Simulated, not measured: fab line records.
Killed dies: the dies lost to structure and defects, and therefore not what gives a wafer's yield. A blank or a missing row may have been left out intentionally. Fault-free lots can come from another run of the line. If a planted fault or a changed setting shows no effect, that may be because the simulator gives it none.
Commonality check across tools -- flow sky130 -- Lots sampled 14, wafers sampled 48

## THE REASON FOR OPENING IT
At SKY_LDD_HVN_TW_MEAS_10 the reading LDD_HVN_TW is flagged on 2 of 14 lots. No-fault wafers: 1448, standard deviation 8.9.
Rule: a lot gets a flag if all its wafers with a number sit over 4 standard deviations from that mean, or if no wafer of it has a number. All remaining lots are regarded as sound.

lot,measured,on,"LDD_HVN_TW, wafer by wafer",flag
L386,day 20 22:52,film metro-02,1448 1443 1447,
L387,day 21 06:53,film metro-03,1452 1463 1455,
L390,day 22 09:45,film metro-02,1445 1446 1454,
L389,day 22 11:27,film metro-02,1445 1440 1443,
L391,day 22 19:28,film metro-03,1466 1463 1462,
L392,day 23 03:31,film metro-03,1468 1467 1461,
L395,day 24 09:27,film metro-02,1455 1452 1460,
L397,day 24 19:47,film metro-03,1460 1459 1460,
L398,day 25 14:47,film metro-02,1328 1333 1331 1337 1336 1327,FLAGGED
L401,day 26 05:31,film metro-01,1343 1344 1344 1341 1344 1338,FLAGGED
L403,day 26 13:22,film metro-01,1445 1449 1454,
L407,day 28 05:43,film metro-01,1430 1432 1436,
L408,day 28 13:16,film metro-02,1448 1445 1453,
L409,day 29 00:21,film metro-02,1440 1443 1432,
The mean of the flagged lots' numbers is 1337, -111 from the usual (-12 standard deviations).

## WHICH TOOL RAN EACH LOT
The record keeps 1 process step preceding the reading, out of 708 steps on the route. Read each cell as the tool, then ch plus the chambers that the sampled wafers visited, then the start.
lot,flag,SKY_LDD_HVN_IMPLANT_08
L386,,"implanter-04 ch 0, day 20 22:38"
L387,,"implanter-04 ch 0, day 21 06:38"
L390,,"implanter-01 ch 0, day 22 09:32"
L389,,"implanter-01 ch 0, day 22 11:13"
L391,,"implanter-02 ch 0, day 22 19:14"
L392,,"implanter-01 ch 0, day 23 03:16"
L395,,"implanter-01 ch 0, day 24 09:13"
L397,,"implanter-02 ch 0, day 24 19:32"
L398,FLAGGED,"implanter-01 ch 0, day 25 14:32"
L401,FLAGGED,"implanter-01 ch 0, day 26 05:17"
L403,,"implanter-04 ch 0, day 26 13:08"
L407,,"implanter-02 ch 0, day 28 05:28"
L408,,"implanter-02 ch 0, day 28 13:01"
L409,,"implanter-02 ch 0, day 29 00:07"
What these steps do:
- SKY_LDD_HVN_IMPLANT_08
- SKY_LDD_HVN_TW_MEAS_10

## FLAGGED OVER TOTAL, TOOL BY TOOL (the gauges that took the reading come last)
step,tool,lots run,flagged,share of the flagged lots,sound lots run after its first flagged lot
SKY_LDD_HVN_IMPLANT_08,implanter-01,6,2,all,0
SKY_LDD_HVN_IMPLANT_08,implanter-02,5,0,none,-
SKY_LDD_HVN_IMPLANT_08,implanter-04,3,0,none,-
SKY_LDD_HVN_TW_MEAS_10,film metro-01,3,1,some,"2 (L403,L407)"
SKY_LDD_HVN_TW_MEAS_10,film metro-02,7,1,some,"2 (L408,L409)"
SKY_LDD_HVN_TW_MEAS_10,film metro-03,4,0,none,-

## THE TABLE: WHAT IT ALLOWS
In the table, 1 row covers all flagged lots: implanter-01 at SKY_LDD_HVN_IMPLANT_08.
- implanter-01 at SKY_LDD_HVN_IMPLANT_08: 2 of its 6 lots flagged. Its last sound lot is L395 (day 24 09:13), its first flagged lot L398 (day 25 14:32): a fault that began between those two fits. Its own readings lie more than 4 standard deviations out on every wafer of the flagged lots: beam energy keV.
Just one tool remains: implanter-01 at SKY_LDD_HVN_IMPLANT_08.

## WHAT THE SIMULATOR HAD INSERTED
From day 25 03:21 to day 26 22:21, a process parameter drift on implanter-01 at SKY_LDD_HVN_IMPLANT_08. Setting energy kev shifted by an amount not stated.
Lots struck among those shown: L398, L401. Same finding as the rule above.
